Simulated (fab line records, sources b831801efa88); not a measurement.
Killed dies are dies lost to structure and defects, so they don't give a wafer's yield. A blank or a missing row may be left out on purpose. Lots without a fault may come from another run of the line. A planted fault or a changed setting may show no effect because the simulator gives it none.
Which tool did it? | flow gf180mcu | 14 lots, 41 wafers sampled, at 2 steps of a route of 602

WHAT THE GAUGES READ, wafer by wafer
GF_PSD_OVL_MEAS_08.
lot  | measured     | on         | PSD_OVL (nm)
L125 | day 14 18:58 | overlay-02 | 0.1 1.2 -0.4
L126 | day 15 10:31 | overlay-01 | -2.0 -1.5 -2.1
L127 | day 15 21:28 | overlay-01 | 4.2 3.7 3.5
L128 | day 15 22:23 | overlay-02 | -1.2 -1.9 -0.6
L130 | day 16 20:38 | overlay-02 | -0.4 0.7 -0.8
L131 | day 17 04:32 | overlay-02 | -0.3 0.6 0.6
L132 | day 17 13:40 | overlay-01 | 2.4 2.7 0.7
L133 | day 17 21:16 | overlay-02 | -0.9 0.7 0.1
L135 | day 18 12:19 | overlay-01 | 1.4 0.9 1.5
L136 | day 18 22:16 | overlay-01 | -1.0 -0.2 -0.6
L137 | day 19 03:22 | overlay-01 | -1.0 -0.7
L143 | day 21 04:40 | overlay-02 | 0.3 1.4 -0.4
L144 | day 21 16:42 | overlay-02 | -0.1 0.1 0.8
L147 | day 22 23:19 | overlay-02 | -0.3 -0.4 -0.6

GF_SAB_THK_MEAS_01.
lot  | measured     | on            | SAB_CVD_00_THK (nm)
L125 | day 14 19:42 | film_metro-01 | 48.4 49.6 49.8
L126 | day 15 11:15 | film_metro-04 | 49.0 47.2 49.7
L127 | day 15 22:13 | film_metro-04 | 49.6 49.9 50.4
L128 | day 15 23:07 | film_metro-01 | 49.2 49.5 49.9
L130 | day 16 21:22 | film_metro-02 | 48.7 48.2 49.4
L131 | day 17 05:16 | film_metro-01 | 49.4 49.4 50.3
L132 | day 17 14:24 | film_metro-02 | 49.7 49.6 50.0
L133 | day 17 21:59 | film_metro-04 | 50.4 50.2 51.0
L135 | day 18 13:03 | film_metro-04 | 49.6 50.9 49.9
L136 | day 18 23:01 | film_metro-02 | 50.9 50.5 51.0
L137 | day 19 04:07 | film_metro-02 | 50.4 49.9
L143 | day 21 05:24 | film_metro-01 | 48.3 48.2 49.0
L144 | day 21 17:27 | film_metro-01 | 49.1 50.1 51.2
L147 | day 23 00:03 | film_metro-04 | 50.4 50.8 51.4

WHICH TOOL RAN EACH LOT (tool, then ch and the chambers of the sampled wafers, then the start)
The record holds no process step before these readings.

WHAT THE TOOLS THEMSELVES READ (means of the sampled wafers that have a number; where no wafer has one, the mark that the record gives instead)
The record holds no such reading with a usual standard deviation.

THE ANSWER, worked out from the rows above alone
Rule: what is usual is taken from the lots themselves. Put in order of their means at a reading, lots are off if they are a third of the lots or fewer, leave a main group of 4 or more, and stand apart from it by a gap of 3 or more times the standard deviation of the main group's means; of several such gaps the widest counts. A main group whose means are all the same, to the digits that the tables above print for the reading, isn't used. A lot without any number at a reading at which 4 lots or more have one is off too. The other lots that the step has rows for count as sound. The gauges are gone through in route order, then the tools' own readings, and for those a lot's mean is taken as printed above. The first step at which some lot is off is used, and at that step the reading that is off furthest; a lot without a number counts as furthest.
No lot is off at any reading shown: from this, nothing can be told.

WHAT THE SIMULATOR HAD PUT IN
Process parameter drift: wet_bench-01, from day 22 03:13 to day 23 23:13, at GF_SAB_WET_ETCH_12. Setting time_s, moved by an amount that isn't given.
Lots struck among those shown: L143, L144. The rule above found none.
